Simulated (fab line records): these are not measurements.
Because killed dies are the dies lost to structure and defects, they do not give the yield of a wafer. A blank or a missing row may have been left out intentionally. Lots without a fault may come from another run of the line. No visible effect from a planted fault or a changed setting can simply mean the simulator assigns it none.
Comparing a struck lot with a sound one || flow sky130 || 16 out of 708 route steps
Sound: the wafers L483.1, L483.5, L483.6. Struck: wafer L491.5. (L491.4, L491.6 of the same lot were not struck and are left out.) The cause comes at the end.
For every step that has rows: the tool of each side, followed by ch and its chambers, followed by its first start. Under that, the readings that differ: sound wafers || struck wafers || difference of the means || sigmas: that difference in standard deviations of wafers without a fault.
alike: same words and numbers on both sides, and readings whose means sit less than 2 such deviations apart. not compared: any withheld reading, any reading some wafer has no value for, any bound like >300 that may hide the same value, and any number with overlapping values for which the record gives no deviation.
The two part at a step that has a row with sigmas, a row that says differs or no value, or rows on one side only. Numbers that have no deviation but don't overlap get no sigmas and don't part them. A reading missing from all wafers of one side parts the sides only when that side holds two or more wafers.

first, 7 steps without rows for these wafers: SKY_METAL4_HMDS_06 (prime time 60 s); SKY_METAL4_COAT_07 (resist thk 60 nm); SKY_METAL4_COAT_08 (resist thk 1140 nm); SKY_METAL4_SOFTBAKE_09 (time 90 s); SKY_METAL4_EXPOSE_10 (exposes mask MM4, target cd 300 nm); SKY_METAL4_PEB_11; SKY_METAL4_DEVELOP_12 (develop time 60 s).
SKY_METAL4_CD_MEAS_13: target cd 300 nm.
  sound: cdSem-01 at day 42 20:07; struck: cdSem-02 at day 44 20:54
{"reading": "cdNm (nm)", "sound": "298.7 298.4 297.6", "struck": 301.3, "difference": "+3.1", "sigmas": "+3"}
SKY_METAL4_OVL_MEAS_14:
  sound: overlay-01 at day 42 20:14; struck: overlay-01 at day 44 20:59
  alike: METAL4_OVL
SKY_METAL4_DESCUM_15: chemistry O2, time 8 s.
  sound on rieMetal-01 ch 0,1, day 42 20:16; struck on rieMetal-03 ch 0, day 44 21:01
{"reading": "oesProductAu (a.u.)", "sound": "1.028 1.019 0.990", "struck": 0.981, "difference": -0.031, "sigmas": -3}
  alike: chamberPressureMTorr, drypumpMotorCurrentA
  not compared: rfHoursCounterH
SKY_METAL4_ETCH_16: etches BARC in N2/H2, stops on SiO2, time 88.2 s, target depth 60 nm.
  sound on rieMetal-01 ch 0,1, day 42 20:18; struck on rieMetal-03 ch 0, day 44 21:04
  alike: biasW, chamberPressureMTorr, drypumpMotorCurrentA, n2FlowSccm, oesProductAu, throttleValvePct
  not compared: rfHoursCounterH
SKY_METAL4_ETCH_17: etches SiO2 in C4F8/O2/Ar, stops on TiN, time 3.9 s, target depth 15 nm.
  sound on rieDiel-04 ch 0,1, day 42 20:24; struck on rieDiel-04 ch 3, day 44 21:08
  alike: biasW, chamberPressureMTorr, oesProductAu
  not compared: rfHoursCounterH
SKY_METAL4_METAL_ETCH_18: etches the open film in Cl2/BCl3, stops on SiO2, target depth 845 nm, time 183.1 s.
  sound on rieMetal-03 ch 0,1, day 42 20:25; struck on rieMetal-01 ch 0, day 44 21:13
{"reading": "model.KrF-thick_of_METAL4_COAT_08.thkNm (nm)", "sound": "532.1 532.5 532.5", "struck": 587.6, "difference": "+55.2", "sigmas": ""}
{"reading": "model.METAL4.cdNm (nm)", "sound": "300.8 299.1 292.7", "struck": 306.3, "difference": "+8.8", "sigmas": ""}
{"reading": "model.SiO2_of_VIA3_HDPCVD_00.thkNm (nm)", "sound": "435.6 435.9 435.8", "struck": 437.8, "difference": "+2.0", "sigmas": ""}
  alike: biasW, chamberPressureMTorr, drypumpMotorCurrentA, oesProductAu, throttleValvePct
  not compared: rfHoursCounterH
SKY_METAL4_STRIP_19: strips in O2/N2.
  sound on plasmaAsher-01 ch 0,1, day 42 20:36; struck on plasmaAsher-01 ch 0, day 44 21:22
{"reading": "oesProductAu (a.u.)", "sound": "0.506 0.506 0.503", "struck": 0.533, "difference": "+0.028", "sigmas": "+5"}
{"reading": "stripTimeToEndpointS (s)", "sound": "6.58 6.58 6.58", "struck": 7.14, "difference": "+0.56", "sigmas": "+5"}
  alike: chamberPressureMTorr, drypumpMotorCurrentA, n2FlowSccm
  not compared: rfHoursCounterH
then, 1 step without rows for these wafers: SKY_METAL4_STRIP_20 (strips in post etch residue remover, time 1200 s).
-- the record jumps here: 4 days lie between the struck wafers' starts before and after (it left off in module METAL4 and takes up again in module PAD_OPEN, whose first step shown is number 708 of the route) --
SKY_PAD_OPEN_PROBE_99:
  sound: prober-02 at day 46 21:11; struck: prober-02 at day 48 16:41
{"reading": "model.etest.met4.widthNm (nm)", "sound": "298.4 302.9 289.6", "struck": 304.1, "difference": "+7.1", "sigmas": ""}
  alike: defectLimitedYield, killed_at_M0_to_M3, killed_at_M4_up, killedAtContacts, killedAtFrontEnd, killedAtOther, killedDies, killedOpen, killedShort, sort_bin_3_pad_short, sort_bin_5_function, sort_bin_6_memory, sortNPass, sortYieldPct

## WHERE THEY PART
Earliest at SKY_METAL4_CD_MEAS_13; latest, in this record, at SKY_METAL4_STRIP_19. Later steps at which nothing parts them and some readings are alike: SKY_PAD_OPEN_PROBE_99.

WHY: whatever the simulator had introduced
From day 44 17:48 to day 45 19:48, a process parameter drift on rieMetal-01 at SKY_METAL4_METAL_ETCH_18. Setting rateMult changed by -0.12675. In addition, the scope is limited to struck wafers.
